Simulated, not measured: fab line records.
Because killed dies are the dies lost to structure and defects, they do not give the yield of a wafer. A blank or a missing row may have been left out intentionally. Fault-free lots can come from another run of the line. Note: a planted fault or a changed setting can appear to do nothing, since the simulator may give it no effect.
A lot that was struck, set against a sound lot + flow gf180mcu + 14 out of 602 route steps
Sound: these wafers, L743.1, L743.3, L743.5. Wafers struck: L734.3, L734.4, L734.6. At the end, the cause is stated.
For every step that has rows: the tool of each side, followed by ch and its chambers, followed by its first start. Under that, the readings that differ: sound wafers + struck wafers + difference of the means + sigmas: that difference in standard deviations of wafers without a fault.
alike: same words and numbers on both sides, and readings whose means sit less than 2 such deviations apart. not compared: any withheld reading, any reading some wafer has no value for, any bound like >300 that may hide the same value, and any number with overlapping values for which the record gives no deviation.
A row with sigmas, a row that says differs or no value, or rows on one side alone: a step with any of these is where the two part. Non-overlapping numbers with no deviation appear without sigmas and do not part them. A reading missing from all wafers of one side parts the sides only when that side holds two or more wafers.

first, 2 steps without rows for these wafers: GF_LVPWELL_PEB_05; GF_LVPWELL_DEVELOP_06 (develop time 60 s).
GF_LVPWELL_OVL_MEAS_07:
  sound on overlay-01, day 8 01:01; struck on overlay-01, day 5 23:25
  alike: LVPWELL_OVL
then, 2 steps without rows for these wafers: GF_LVPWELL_IMPLANT_08; GF_LVPWELL_IMPLANT_09.
GF_LVPWELL_STRIP_10: strips in O2/N2.
  sound on plasmaAsher-03 ch 0,1, day 8 01:20; struck on plasmaAsher-03 ch 0,1, day 5 23:47
  alike: drypumpMotorCurrentA, heaterPowerW, o2FlowSccm, oesProductAu, platenTempC, stripTimeToEndpointS
  not compared: rfHoursCounterH
GF_LVPWELL_TW_MEAS_11:
  sound on filmMetro-04, day 8 01:26; struck on filmMetro-04, day 5 23:52
  alike: LVPWELL_TW
then, 5 steps without rows for these wafers: GF_MVSD_DEHYDRATE_00 (time 60 s); GF_MVSD_HMDS_01 (prime time 60 s); GF_MVSD_COAT_02 (resist thk 3000 nm); GF_MVSD_SOFTBAKE_03; GF_MVSD_EXPOSE_04 (exposes mask MVSD, target cd 1000 nm).
GF_MVSD_PEB_05:
  struck on lithoTrack-01, day 6 14:00; sound on lithoTrack-03 ch 0, day 8 17:00
  no value came back on the struck wafers for chillPlateTempC (C), exhaustPa (Pa); on the sound wafers chillPlateTempC (C) reads 22.91 22.90 22.92
then, 1 step without rows for these wafers: GF_MVSD_DEVELOP_06 (develop time 60 s).

## WHERE THEY PART
At GF_MVSD_PEB_05 and nowhere else, as far as this record goes.

WHY: whatever the simulator had introduced
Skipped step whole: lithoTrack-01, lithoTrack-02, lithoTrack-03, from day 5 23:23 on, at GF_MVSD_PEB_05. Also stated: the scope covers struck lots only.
